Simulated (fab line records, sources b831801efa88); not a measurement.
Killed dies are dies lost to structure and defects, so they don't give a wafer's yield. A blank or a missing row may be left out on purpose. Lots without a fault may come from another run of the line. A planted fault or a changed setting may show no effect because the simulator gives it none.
Which tool did it? | flow sky130 | 13 lots, 39 wafers sampled, at 5 steps of a route of 708

WHAT THE GAUGES READ, wafer by wafer
SKY_POLY_GATE_CD_MEAS_22. Usual: cd_nm 149.7 nm, standard deviation 2.2.
lot  | measured     | on        | cd_nm (nm)        | flag
L281 | day 17 01:34 | cd_sem-01 | 150.5 146.0 145.7 |
L282 | day 17 04:12 | cd_sem-01 | 154.4 153.7 148.1 |
L283 | day 17 08:17 | cd_sem-02 | 151.1 149.5 148.4 |
L284 | day 17 14:47 | cd_sem-02 | 149.3 151.5 152.4 |
L285 | day 17 17:34 | cd_sem-02 | 146.7 146.7 145.7 |
L287 | day 18 16:56 | cd_sem-02 | 150.9 147.9 148.5 |
L288 | day 18 22:24 | cd_sem-02 | 145.5 146.1 147.7 |
L289 | day 19 07:37 | cd_sem-02 | 149.7 148.3 149.1 |
L290 | day 19 20:04 | cd_sem-01 | 153.2 150.1 151.0 |
L292 | day 20 23:20 | cd_sem-02 | 150.9 152.3 152.5 |
L296 | day 21 23:41 | cd_sem-02 | 146.2 148.9 146.2 |
L298 | day 22 14:51 | cd_sem-01 | 152.8 149.9 151.9 |
L304 | day 24 21:14 | cd_sem-01 | 150.8 149.2 151.4 |

SKY_LDD_P_OVL_MEAS_08. Usual: LDD_P_OVL 0.4 nm, standard deviation 1.2.
lot  | measured     | on         | LDD_P_OVL (nm) | flag
L281 | day 19 14:38 | overlay-01 | -0.6 -1.6 0.7  |
L282 | day 19 18:19 | overlay-02 | 0.5 -0.7 -0.4  |
L283 | day 19 21:20 | overlay-02 | -0.3 -0.5 -1.1 |
L284 | day 20 03:44 | overlay-02 | 0.3 1.1 0.8    |
L285 | day 20 07:55 | overlay-01 | 0.3 0.0 -0.8   |
L287 | day 21 08:05 | overlay-02 | 0.9 2.9 2.8    |
L288 | day 21 13:56 | overlay-02 | 0.1 0.0 2.6    |
L289 | day 21 22:59 | overlay-01 | 0.0 2.1 0.3    |
L290 | day 22 10:38 | overlay-01 | 0.4 0.9 -0.8   |
L292 | day 23 15:16 | overlay-01 | -0.3 -0.2 -0.8 |
L296 | day 24 13:58 | overlay-01 | 1.3 -0.3 0.9   |
L298 | day 25 05:26 | overlay-02 | -0.1 2.2 1.8   |
L304 | day 27 08:45 | overlay-01 | -1.6 -0.4 0.8  |

SKY_LDD_HVN_TW_MEAS_10. Usual: LDD_HVN_TW 1456, standard deviation 7.9.
lot  | measured     | on            | LDD_HVN_TW     | flag
L281 | day 20 22:13 | film_metro-01 | 1465 1459 1455 |
L282 | day 21 02:03 | film_metro-01 | 1453 1459 1459 |
L283 | day 21 04:52 | film_metro-01 | 1463 1458 1468 |
L284 | day 21 10:36 | film_metro-01 | 1460 1450 1454 |
L285 | day 21 15:18 | film_metro-01 | 1460 1459 1461 |
L287 | day 22 15:07 | film_metro-04 | 1450 1446 1449 |
L288 | day 22 20:56 | film_metro-01 | 1458 1454 1456 |
L289 | day 23 06:37 | film_metro-04 | 1446 1441 1442 |
L290 | day 23 17:39 | film_metro-03 | 1461 1452 1468 |
L292 | day 24 21:01 | film_metro-03 | 1462 1458 1469 |
L296 | day 25 19:55 | film_metro-03 | 1233 1242 1243 | OFF
L298 | day 26 10:14 | film_metro-01 | 1247 1246 1244 | OFF
L304 | day 28 14:21 | film_metro-01 | 1456 1459 1451 |

SKY_LDD_HVP_OVL_MEAS_07. Usual: LDD_HVP_OVL 0.0 nm, standard deviation 1.6.
lot  | measured     | on         | LDD_HVP_OVL (nm) | flag
L281 | day 22 05:02 | overlay-01 | 0.2 0.6 2.3      |
L282 | day 22 08:42 | overlay-01 | -2.0 -3.6 -3.7   |
L283 | day 22 11:13 | overlay-01 | -1.1 -1.5 -1.5   |
L284 | day 22 16:55 | overlay-02 | 2.3 2.1 3.0      |
L285 | day 22 21:53 | overlay-01 | -0.8 -0.9 -0.1   |
L287 | day 23 21:29 | overlay-01 | -0.8 -0.1 -0.5   |
L288 | day 24 03:05 | overlay-01 | -1.0 -2.0 -1.2   |
L289 | day 24 12:55 | overlay-02 | 0.5 0.5 0.5      |
L290 | day 24 23:21 | overlay-02 | 0.1 0.5 -0.3     |
L292 | day 26 02:56 | overlay-02 | -2.6 -2.6 -1.6   |
L296 | day 26 23:54 | overlay-01 | 0.0 0.5 0.8      |
L298 | day 27 15:16 | overlay-02 | -0.9 -1.0 -0.8   |
L304 | day 29 18:44 | overlay-02 | 0.6 0.7 1.1      |

WHICH TOOL RAN EACH LOT (tool, then ch and the chambers of the sampled wafers, then the start)
lot  | SKY_LDD_HVN_IMPLANT_08
L281 | implanter-01 ch 0, day 20 21:59
L282 | implanter-02 ch 0, day 21 01:48
L283 | implanter-01 ch 0, day 21 04:38
L284 | implanter-04 ch 0, day 21 10:21
L285 | implanter-04 ch 0, day 21 15:03
L287 | implanter-02 ch 0, day 22 14:53
L288 | implanter-02 ch 0, day 22 20:43
L289 | implanter-01 ch 0, day 23 06:24
L290 | implanter-01 ch 0, day 23 17:15
L292 | implanter-01 ch 0, day 24 20:46
L296 | implanter-02 ch 0, day 25 19:40
L298 | implanter-02 ch 0, day 26 09:59
L304 | implanter-01 ch 0, day 28 14:06
- SKY_LDD_HVN_IMPLANT_08

WHAT THE TOOLS THEMSELVES READ (means of the sampled wafers that have a number; where no wafer has one, the mark that the record gives instead)
SKY_LDD_HVN_IMPLANT_08. Usual: dose_ions_cm2 3.001e+13, standard deviation 3.7e+10; faraday_current_uA 168, standard deviation 3.8.
lot  | tool         | dose_ions_cm2 | faraday_current_uA | flag
L281 | implanter-01 | 3.001e+13     | 167                |
L282 | implanter-02 | 3.000e+13     | 166                |
L283 | implanter-01 | 3.003e+13     | 167                |
L284 | implanter-04 | 3.007e+13     | 164                |
L285 | implanter-04 | 2.999e+13     | 170                |
L287 | implanter-02 | 3.004e+13     | 170                |
L288 | implanter-02 | 2.995e+13     | 167                |
L289 | implanter-01 | 2.998e+13     | 168                |
L290 | implanter-01 | 3.000e+13     | 172                |
L292 | implanter-01 | 2.999e+13     | 171                |
L296 | implanter-02 | 1.811e+13     | 100                | OFF
L298 | implanter-02 | 1.809e+13     | 103                | OFF
L304 | implanter-01 | 3.001e+13     | 167                |

THE ANSWER, worked out from the rows above alone
Rule: a lot is off if the mean of its wafers that have a number lies more than 3 standard deviations from the usual mean. A lot without any number at a reading at which 4 lots or more have one is off too. The other lots that the step has rows for count as sound. The gauges are gone through in route order, then the tools' own readings, and for those a lot's mean is taken as printed above. The first step at which some lot is off is used, and at that step the reading that is off furthest; a lot without a number counts as furthest.
Off: L296, L298, at SKY_LDD_HVN_TW_MEAS_10 (LDD_HVN_TW).
A tool fits if, at a process step before that reading, it ran every lot that is off, and no sound lot after the first of them. The gauges at SKY_LDD_HVN_TW_MEAS_10 aren't tried: what is off there is off at SKY_LDD_HVN_IMPLANT_08 too, on other tools, and a gauge's error can't cause that. One fits: implanter-02 at SKY_LDD_HVN_IMPLANT_08. Its last sound lot is L288 (day 22 20:43), its first lot that is off L296 (day 25 19:40): a fault that began between those two fits.
The tool's own readings at SKY_LDD_HVN_IMPLANT_08 bear it out: on the lots that are off they differ by more than 5 times the standard deviation of the sound lots' means. dose_ions_cm2 reads 1.810e+13 there against 3.001e+13 on the sound lots; faraday_current_uA reads 102 there against 168 on the sound lots.

WHAT THE SIMULATOR HAD PUT IN
Process parameter drift: implanter-02, from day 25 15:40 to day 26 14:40, at SKY_LDD_HVN_IMPLANT_08. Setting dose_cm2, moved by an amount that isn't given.
Lots struck among those shown: L296, L298. The rule above found the same.
